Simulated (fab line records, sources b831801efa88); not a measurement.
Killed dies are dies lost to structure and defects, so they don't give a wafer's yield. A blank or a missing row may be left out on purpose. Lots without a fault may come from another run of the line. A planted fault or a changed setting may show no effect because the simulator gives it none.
fab line records | flow sky130 | part 2 of 2: steps 24 to 34 of 34
record lots=5 wafers=15 last_day=50
route steps=708 shown METAL2@500 VIA2@507 METAL3@532
lots that met no fault: from a run of the same line without faults
start_h: hours from the record's first day to the start of the lot's first wafer shown | wait_h: hours since the lot's step before | " the same as in the row above | L1.1+2: a row that stands for several wafers | - no value, or no start given | * or withheld: withheld | < > ~ a bound
route shown NAME@n: a module of which the file shows steps, and the number in the route of the first | usual: mean/standard deviation of fault-free wafers | same: alike in all rows | chamber/n: place in a boat | sites: the reading at each site | _std_site: their standard deviation | _edge_site: outer sites' mean less inner sites' | radius_mm: how far each site lies from the wafer's centre | mask NAME#n: copy n | behind: the tool/chamber that last shaped the wafer | hold: why the lot was held/for how many hours/how that ended | device: the transistor (n, p or np) that didn't switch | end of line: the same wafers' tests at the end of the route | a step without rows: its recipe alone | killed: dies lost to structure and defects at the first sort, not the wafer's yield | map: a wafer's dies, x killed, . not, _ none there
set.NAME: the setting as run; set.NAME@STEP: as run at that earlier step | model.NAME: the simulator's own value behind a step, which no gauge read
lots at some steps of the route; a table a step, a row a wafer
services: from which hour (start_h, from the record's first day; less than 0 if before it) a tool's chamber was out of use, for how many hours, and why
## steps
# step SKY_VIA2_STRIP_16
# recipe chemistry=O2/N2 power_w=1400 pressure_mtorr=1500 platen_temp_c=withheld o2_flow_sccm=3000 n2_flow_sccm=300 overash_fraction=0.5
# usual chamber_pressure_mTorr=1500.1/1.3 drypump_motor_current_A=5.5/0.39 oes_product_au=0.399/0.0049 strip_time_to_endpoint_s=4.06/0.042
# same overash_fraction=0.5
# columns lot.wafer tool chamber start_h wait_h chamber_pressure_mTorr drypump_motor_current_A oes_product_au rf_hours_counter_h strip_time_to_endpoint_s
L077.1 plasma_asher-04 0 870.55 0.0 1501.7 5.8 0.406 108 4.00
L077.2 " 1 " " 1498.3 6.2 0.402 108 4.04
L077.6 " 0 " " 1499.2 5.9 0.401 - 4.08
L082.3 plasma_asher-04 1 946.05 0.1 1501.4 6.2 0.407 - 4.05
L082.4 " 0 " " 1497.4 5.9 0.392 - 4.03
L082.6 " 1 " " 1500.5 6.2 0.401 - 4.01
L084.1 plasma_asher-02 1 947.57 0.0 1499.9 4.9 0.401 55 4.07
L084.2 " 0 " " 1499.8 5.5 0.399 55 4.11
L084.5 " 1 " " 1500.5 4.9 0.400 - 4.13
L086.4 plasma_asher-02 0 950.96 0.1 1501.4 5.5 0.404 - 4.05
L086.5 " 1 " " 1501.2 4.9 0.393 - 3.99
L086.6 " 0 " " 1499.4 5.5 0.388 - 4.04
L096.2 plasma_asher-02 0 1023.02 0.0 1499.7 5.5 0.390 62 4.05
L096.4 " 1 " " 1499.3 4.9 0.406 - 4.06
L096.6 " 1 " " 1501.1 4.9 0.404 - 4.01
# step SKY_VIA2_STRIP_17
# recipe chemistry=post_etch_residue_remover time_s=1200 temp_c=72.5
# columns lot.wafer tool chamber start_h wait_h
L077.1+2+6 wet_bench-04 2 870.65 0.1
L082.3+4+6 wet_bench-02 3 946.12 0.0
L084.1+2+5 wet_bench-01 2 947.67 0.1
L086.4+5+6 wet_bench-02 0 951.03 0.0
L096.2+4+6 wet_bench-02 1 1023.12 0.1
# step SKY_VIA2_CLEAN_18
# recipe chemistry=IPA time_s=180 temp_c=25
# columns lot.wafer tool chamber start_h wait_h
L077.1+2+6 wet_bench-02 0 871.06 0.0
L082.3+4+6 wet_bench-04 0 946.46 0.0
L084.1+2+5 wet_bench-02 0 948.01 0.0
L086.4+5+6 wet_bench-01 3 951.37 0.0
L096.2+4+6 wet_bench-04 1 1023.47 0.0
# step SKY_VIA2_CLEAN_19
# recipe chemistry=O3/DIW dry=n2_spin
# columns lot.wafer tool chamber start_h wait_h
L077.1+2+6 wet_bench-04 3 871.17 0.0
L082.3+4+6 wet_bench-01 3 946.57 0.0
L084.1+2+5 wet_bench-01 1 948.07 0.0
L086.4+5+6 wet_bench-02 0 951.43 0.0
L096.2+4+6 wet_bench-01 0 1023.52 0.0
# step SKY_VIA2_SPUTTER_20
# recipe material=TiN target_thk_nm=20 chamber_pressure_pa=5 power_w=4000 time_s=80
# usual throttle_valve_pct=29.9/0.9
# columns lot.wafer tool chamber start_h wait_h throttle_valve_pct
L077.1 pvd_sputter-01 - 871.28 0.0 31.7
L077.2 " - " " 30.1
L077.6 " - " " 29.5
L082.3 pvd_sputter-04 - 946.67 0.0 29.8
L082.4 " - " " 30.9
L082.6 " - " " 30.1
L084.1 pvd_sputter-02 - 948.16 0.0 29.4
L084.2 " - " " 29.0
L084.5 " - " " 29.5
L086.4 pvd_sputter-04 - 951.52 0.0 30.2
L086.5 " - " " 30.8
L086.6 " - " " 31.3
L096.2 pvd_sputter-04 - 1023.62 0.0 30.7
L096.4 " - " " 30.0
L096.6 " - " " 30.3
# step SKY_VIA2_CVD_21
# recipe material=W target_thk_nm=420 time_s=126.4 temp_c=400 pressure_torr=40
# usual heater_power_w=825/46
# columns lot.wafer tool chamber start_h wait_h heater_power_w
L077.1 cvd_w-01 1 871.34 0.0 912
L077.2 " 0 " " 799
L077.6 " 0 " " 802
L082.3 cvd_w-02 0 946.77 0.1 854
L082.4 " 1 " " 798
L082.6 " 1 " " 807
L084.1 cvd_w-01 0 948.22 0.0 789
L084.2 " 1 " " 868
L084.5 " 0 " " 784
L086.4 cvd_w-02 1 951.62 0.1 805
L086.5 " 1 " " 773
L086.6 " 0 " " 851
L096.2 cvd_w-01 1 1023.68 0.0 869
L096.4 " 0 " " 784
L096.6 " 0 " " 773
# step SKY_VIA2_RS_MEAS_22
# recipe thk_meas_gauge=four-point-probe reads=W_of_VIA2_CVD_21+TiN_of_VIA2_SPUTTER_20
# usual VIA2_W_RS=0.274/0.0044
# columns lot.wafer tool chamber start_h wait_h VIA2_W_RS[ohm/sq]
L077.1 film_metro-02 - 871.47 0.1 0.279
L077.2 " - " " 0.268
L077.6 " - " " 0.268
L082.3 film_metro-02 - 946.90 0.1 0.278
L082.4 " - " " 0.269
L082.6 " - " " 0.270
L084.1 film_metro-02 - 948.35 0.1 0.266
L084.2 " - " " 0.274
L084.5 " - " " 0.264
L086.4 film_metro-01 - 951.77 0.1 0.275
L086.5 " - " " 0.273
L086.6 " - " " 0.284
L096.2 film_metro-03 - 1023.97 0.2 0.277
L096.4 " - " " 0.268
L096.6 " - " " 0.271
# step SKY_VIA2_THK_MEAS_23
# recipe thk_meas_gauge=xrf reads=W_of_VIA2_CVD_21
# usual VIA2_W_THK=414/8.4
# columns lot.wafer tool chamber start_h wait_h VIA2_W_THK[nm]
L077.1 film_metro-02 - 871.59 0.1 412
L077.2 " - " " 428
L077.6 " - " " 427
L082.3 film_metro-02 - 947.00 0.1 413
L082.4 " - " " 426
L082.6 " - " " 419
L084.1 film_metro-02 - 948.47 0.1 431
L084.2 " - " " 417
L084.5 " - " " 434
L086.4 film_metro-01 - 951.86 0.1 413
L086.5 " - " " 419
L086.6 " - " " 402
L096.2 film_metro-03 - 1024.08 0.1 408
L096.4 " - " " 417
L096.6 " - " " 412
# step SKY_VIA2_CMP_24
# recipe stop_on=SiO2 t_overpolish_s=20 down_force_psi=3.5 platen_rpm=60 target_thk_nm=0 pad_velocity_m_s=0.94248
# usual motor_current_A=10.7/0.66 overpolish_run_s=20.000/0.01 time_to_endpoint_s=100/3.4
# columns lot.wafer tool chamber start_h wait_h motor_current_A overpolish_run_s time_to_endpoint_s
L077.1 cmp-02 0 871.70 0.1 11.2 20.001 94
L077.2 " 1 " " 9.9 19.999 103
L077.6 " 0 " " 11.6 19.989 98
L082.4 cmp-01 3 947.04 0.0 10.9 19.985 105
L082.3 " 0 " " 10.0 19.991 96
L082.6 " 0 " " 11.3 19.991 100
L084.2 cmp-02 1 948.53 0.0 10.6 20.019 98
L084.1 " 0 " " 11.3 19.995 97
L084.5 " 1 " " 9.9 20.009 102
L086.4 cmp-01 2 952.97 1.1 10.4 19.991 102
L086.6 " 0 " " 10.5 20.002 102
L086.5 " 1 " " 11.6 19.998 107
L096.4 cmp-01 1 1024.18 0.1 11.5 19.999 104
L096.2 " 3 " " 10.7 19.988 101
L096.6 " 1 " " 11.2 20.011 101
# step SKY_METAL3_SPUTTER_00
# recipe material=Ti target_thk_nm=15 power_w=3000 time_s=10 chamber_pressure_pa=0.4
# usual throttle_valve_pct=30.5/0.9
# columns lot.wafer tool chamber start_h wait_h throttle_valve_pct
L077.1 pvd_sputter-03 - 871.95 0.2 31.8
L077.2 " - " " 30.7
L077.6 " - " " 31.3
L082.3 pvd_sputter-01 - 947.34 0.2 29.8
L082.4 " - " " 30.0
L082.6 " - " " 29.8
L084.1 pvd_sputter-04 - 948.83 0.1 30.2
L084.2 " - " " 29.6
L084.5 " - " " 30.2
L086.4 pvd_sputter-01 - 953.17 0.1 29.8
L086.5 " - " " 31.7
L086.6 " - " " 29.8
L096.2 pvd_sputter-01 - 1024.43 0.1 29.7
L096.4 " - " " 31.8
L096.6 " - " " 31.9
# step SKY_METAL3_SPUTTER_01
# recipe material=TiN target_thk_nm=20 power_w=6500 time_s=16.7 chamber_pressure_pa=0.4
# usual throttle_valve_pct=30.5/0.88
# columns lot.wafer tool chamber start_h wait_h throttle_valve_pct
L077.1 pvd_sputter-03 - 871.98 0.0 32.2
L077.2 " - " " 30.5
L077.6 " - " " 31.3
L082.3 pvd_sputter-01 - 947.36 0.0 29.6
L082.4 " - " " 29.6
L082.6 " - " " 30.0
L084.1 pvd_sputter-04 - 948.85 0.0 30.1
L084.2 " - " " 29.7
L084.5 " - " " 30.0
L086.4 pvd_sputter-01 - 953.19 0.0 30.0
L086.5 " - " " 31.6
L086.6 " - " " 29.7
L096.2 pvd_sputter-01 - 1024.45 0.0 29.6
L096.4 " - " " 31.9
L096.6 " - " " 31.7
## services
# columns tool chamber start_h hours kind
cmp-01 - 825.16 14.5 repair
cmp-01 - 825.52 4.3 repair
plasma_asher-04 - 847.56 7.3 repair
rie_metal-03 - 850.76 2.8 pm
cmp-02 - 879.76 5.4 pm
rie_metal-01 0 889.13 12.9 repair
pvd_sputter-01 - 892.73 1.5 repair
cmp-02 - 893.88 2.5 repair
plasma_asher-04 - 899.29 0.5 repair
cmp-02 - 906.78 0.3 repair
rie_metal-03 0 909.41 6.1 repair
pvd_sputter-01 - 909.74 6.6 repair
rie_metal-01 - 909.82 2.8 pm
cmp-02 - 912.17 4.0 pm
rie_diel-01 - 928.92 14.6 pm
pvd_sputter-04 - 933.35 0.9 repair
cmp-02 - 950.31 4.1 repair
pvd_sputter-01 - 957.11 1.5 repair
pvd_sputter-04 - 967.48 2.1 repair
rie_metal-01 - 968.94 0.5 repair
rie_metal-01 - 995.88 0.6 repair
cmp-02 - 996.56 0.8 repair
rie_diel-01 1 1012.21 8.0 repair
cmp-02 - 1018.82 0.3 repair
